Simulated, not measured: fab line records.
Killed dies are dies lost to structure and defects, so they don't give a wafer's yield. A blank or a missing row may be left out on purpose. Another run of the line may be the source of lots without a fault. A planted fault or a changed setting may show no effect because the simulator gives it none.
A struck lot beside a sound one ; flow sky130 ; 37 out of 708 route steps
Sound: these wafers, L651.1, L651.2, L651.4. Wafers L662.1, L662.2, L662.3 were the ones struck. The cause is given at the end.
For every step that has rows: the tool of each side, followed by ch and its chambers, followed by its first start. Under that, the readings that differ: sound wafers ; struck wafers ; difference of the means ; sigmas: that difference in standard deviations of wafers without a fault.
alike: readings with means less than 2 such deviations apart, plus words and numbers identical on both sides. not compared: withheld readings, readings lacking a value on some wafer, bounds such as >300 that could conceal the same value, and numbers that have no deviation in the record and whose values overlap.
Wherever a step has rows on one side only, a row that says differs or no value, or a row with sigmas, the two part there. Numbers that don't overlap but have no deviation are shown without sigmas and don't part them. Lack of a reading on every wafer of one side parts them only where that side has two or more wafers.

first, 10 steps without rows for these wafers: SKY_LDD_LDN_SOFTBAKE_03 (time 60 s); SKY_LDD_LDN_EXPOSE_04 (exposes mask LDNTM, target cd 700 nm); SKY_LDD_LDN_PEB_05; SKY_LDD_LDN_DEVELOP_06 (develop time 60 s); SKY_LDD_LDN_IMPLANT_08; SKY_LDD_LDN_IMPLANT_09; SKY_LDD_LDN_IMPLANT_10; SKY_LDD_LDN_IMPLANT_11; SKY_LDD_LDN_STRIP_12 (strips in O2/N2); SKY_LDD_LDN_CLEAN_14 (cleans in SC1/SC2, time 150 s).
SKY_SPACER_CVD_00: deposits Si3N4 from DCS/NH3, target thk 43.1 nm, time 740 s.
  sound on lpcvd-02 ch 1, day 24 02:26; struck on lpcvd-02 ch 0, day 28 03:34
reading;sound;struck;difference;sigmas
model.Si3N4_of_SPACER_CVD_00.thk nm (nm);43 43.18 43.14;33.67 33.35 33.52;-9.59;
  alike: spike tc lower C, spike tc top C, spike tc upper C
SKY_SPACER_THK_MEAS_01:
  struck on film metro-04, day 28 04:46; sound on film metro-03, day 24 03:38
reading;sound;struck;difference;sigmas
SPACER_CVD_00_THK (nm);43.0 43.2 43.1;33.7 33.4 33.5;-9.6;-23
SKY_SPACER_ETCHBACK_02: etches Si3N4 in CH3F/O2, stops on SiO2, time 46.7 s, target depth 45 nm.
  sound on rie diel-02 ch 0,1,2, day 24 03:42; struck on rie diel-02 ch 0,1,2, day 28 04:50
reading;sound;struck;difference;sigmas
bias w (W);79.97 80.50 80.04;79.63 79.46 79.72;-0.57;-2
oes product au (a.u.);0.851 0.853 0.855;0.748 0.753 0.741;-0.106;-16
throttle valve pct (%);10.566 10.562 10.568;10.547 10.547 10.539;-0.021;-2
model.etch.depth nm (nm);43 43.18 43.14;33.67 33.35 33.52;-9.59;
  alike: ch3f flow sccm, drypump motor current A
  not compared: rf hours counter h
then, 22 steps without rows for these wafers: SKY_POLY_CUT_DEHYDRATE_00 (time 60 s); SKY_POLY_CUT_HMDS_01 (prime time 60 s); SKY_POLY_CUT_COAT_02 (resist thk 60 nm); SKY_POLY_CUT_COAT_03 (resist thk 450 nm); SKY_POLY_CUT_SOFTBAKE_04 (time 90 s); SKY_POLY_CUT_EXPOSE_05 (exposes mask NPCM, target cd 270 nm); SKY_POLY_CUT_PEB_06; SKY_POLY_CUT_DEVELOP_07 (develop time 60 s); SKY_POLY_CUT_ETCH_10 (etches BARC in N2/H2, stops on SiO2, time 45.9 s, target depth 60 nm); SKY_POLY_CUT_ETCH_11 (etches Si3N4 in CF4/CH2F2/Ar, stops on poly-Si, time 42.5 s, target depth 60 nm); SKY_POLY_CUT_STRIP_12 (strips in O2/N2); SKY_SD_P_DEHYDRATE_00 (time 60 s); SKY_SD_P_HMDS_01 (prime time 60 s); SKY_SD_P_COAT_02 (resist thk 1140 nm); SKY_SD_P_SOFTBAKE_03 (time 60 s); SKY_SD_P_EXPOSE_04 (exposes mask PSDM, target cd 380 nm); SKY_SD_P_PEB_05; SKY_SD_P_DEVELOP_06 (develop time 58.02 s); SKY_SD_P_IMPLANT_09; SKY_SD_P_STRIP_10 (strips in O2/N2); SKY_RES_XHIGH_DEHYDRATE_00 (time 60 s); SKY_RES_XHIGH_HMDS_01 (prime time 60 s).
-- the record jumps here: 5 days lie between the struck wafers' starts before and after (it left off in module RES_XHIGH and takes up again in module SALICIDE, whose first step shown is number 361 of the route) --
SKY_SALICIDE_CLEAN_00: cleans in HF-last, time 30 s.
  sound on wet bench-03 ch 3, day 29 01:36; struck on wet bench-02 ch 1, day 32 22:01
reading;sound;struck;difference;sigmas
model.Si3N4_of_SPACER_CVD_00.thk nm (nm);42.03 42.22 42.17;32.67 32.35 32.52;-9.63;
-- the record jumps here: 16 days lie between the struck wafers' starts before and after (it left off in module SALICIDE and takes up again in module PAD_OPEN, whose first step shown is number 708 of the route) --
SKY_PAD_OPEN_PROBE_99:
  struck on prober-02, day 49 07:23; sound on prober-01, day 46 15:58
reading;sound;struck;difference;sigmas
model.etest.pfet_01v8.r on ohm um;2700 2762 2801;2563 2564 2565;-190;
model.etest.sonos uncharged.r on ohm um;807 793.6 823;772.5 765.1 767.8;-39.4;
model.etest.pfet_01v8.drive ua um;213.2 204.8 200.3;224.7 223.8 221.6;+17.3;
model.etest.nfet_01v8_lvt.drive ua um;583.2 589 573.3;616.8 614.4 607.2;+31.0;
model.etest.pfet_01v8_hvt.drive ua um;159.1 154 149.2;169.4 169.1 166.5;+14.2;
model.etest.sram pfet latch.drive ua um;156.3 161.6 148.8;168.8 167.6 165.4;+11.7;
model.etest.pfet_01v8_mvt.drive ua um;161.8 159.7 156.2;166.9 164.3 164.3;+5.9;
  alike: killed_at_M0_to_M3, killed_at_M4_up, killed at contacts, killed at front end, killed at other, killed dies, killed open, killed short
  not compared: model.etest.nfet g5v0d10v5.r on ohm um

== WHERE THEY PART ==
At SKY_SPACER_THK_MEAS_01 first; at SKY_SPACER_ETCHBACK_02 last (within this record only). Later steps at which nothing parts them and some readings are alike: SKY_PAD_OPEN_PROBE_99.

WHY: what had been put in by the simulator
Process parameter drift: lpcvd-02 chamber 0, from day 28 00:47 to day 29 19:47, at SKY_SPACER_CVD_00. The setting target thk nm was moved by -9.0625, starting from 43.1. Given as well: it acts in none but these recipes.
